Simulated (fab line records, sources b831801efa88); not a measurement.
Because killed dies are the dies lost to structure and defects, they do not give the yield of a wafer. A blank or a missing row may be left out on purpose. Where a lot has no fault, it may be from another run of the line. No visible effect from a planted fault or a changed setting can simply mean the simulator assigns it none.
Matching of chambers + flow gf180mcu + GF_V1_CMP_26 on cmp-02 has 4 sister chambers
The step polishes, stops on SiO2, t overpolish 15 s, target thk 0 nm. 14 wafers are shown with their chamber, then 7 later ones without.

## WAFERS PAIRED WITH THEIR CHAMBERS
| wafer  | chamber | motor current A (A) | edge zone pressure frac | overpolish run s (s) |
|--------|---------|---------------------|-------------------------|----------------------|
| L831.1 | 0       | 12.6                | 0.998                   | 14.996               |
| L831.2 | 3       | 13.7                | 0.989                   | 15.006               |
| L831.4 | 2       | 10.2                | 0.996                   | 15.004               |
| L832.1 | 3       | 12.8                | 0.995                   | 15.009               |
| L832.4 | 1       | 10.5                | 0.994                   | 15.009               |
| L832.5 | 2       | 9.8                 | 0.991                   | 15.010               |
| L833.3 | 0       | 12.7                | 0.996                   | 15.008               |
| L833.4 | 2       | 11.0                | 1.003                   | 15.005               |
| L833.6 | 0       | 12.4                | 1.000                   | 15.008               |
| L835.4 | 3       | 12.3                | 1.002                   | 14.992               |
| L835.5 | 0       | 12.7                | 0.995                   | 14.998               |
| L835.6 | 3       | 12.5                | 1.000                   | 14.992               |
| L837.1 | 3       | 12.5                | 0.997                   | 15.004               |
| L837.2 | 1       | 10.5                | 0.993                   | 14.991               |

SIGNATURES (means of the wafers above)
| reading                 | chamber 0 | chamber 1 | chamber 2 | chamber 3 | scatter within a chamber |
|-------------------------|-----------|-----------|-----------|-----------|--------------------------|
| motor current A         | 12.600    | 10.500    | 10.333    | 12.760    | 0.452                    |
| edge zone pressure frac | 0.99725   | 0.99350   | 0.99667   | 0.99660   | 0.00435                  |
| overpolish run s        | 15.00250  | 15.00000  | 15.00633  | 15.00060  | 0.00752                  |
Rule: a wafer lies at a distance from a chamber equal to the root of the sum of squares, over the readings, of (its reading less the chamber's mean, divided by the reading's scatter). If the next closest chamber is less than 2 further off than the closest, the wafer can't be placed; otherwise it belongs to the closest. The scatter: take each reading less its chamber's mean, square it, sum over the shown wafers, divide by the number of wafers less the number of chambers, and take the root.

## WAFERS MISSING THEIR CHAMBER
| wafer  | motor current A (A) | edge zone pressure frac | overpolish run s (s) |
|--------|---------------------|-------------------------|----------------------|
| L837.6 | 10.3                | 0.984                   | 15.011               |
| L838.2 | 10.3                | 0.998                   | 15.019               |
| L838.3 | 12.3                | 0.999                   | 14.999               |
| L838.6 | 10.2                | 0.997                   | 14.993               |
| L841.1 | 12.7                | 0.996                   | 15.013               |
| L841.5 | 12.8                | 1.001                   | 15.006               |
| L841.6 | 12.8                | 1.001                   | 15.008               |

## EACH ONE'S CHAMBER
| wafer  | from the rows above     | in truth |
|--------|-------------------------|----------|
| L837.6 | can't be placed: 1 or 2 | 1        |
| L838.2 | can't be placed: 2 or 1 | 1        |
| L838.3 | can't be placed: 0 or 3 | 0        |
| L838.6 | can't be placed: 1 or 2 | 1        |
| L841.1 | can't be placed: 0 or 3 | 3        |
| L841.5 | can't be placed: 0 or 3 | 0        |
| L841.6 | can't be placed: 0 or 3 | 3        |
Correct placement for 0 of the 7. Can't be placed from these rows: 7 (the true chamber is among the candidates in 7). Number placed wrongly: 0.
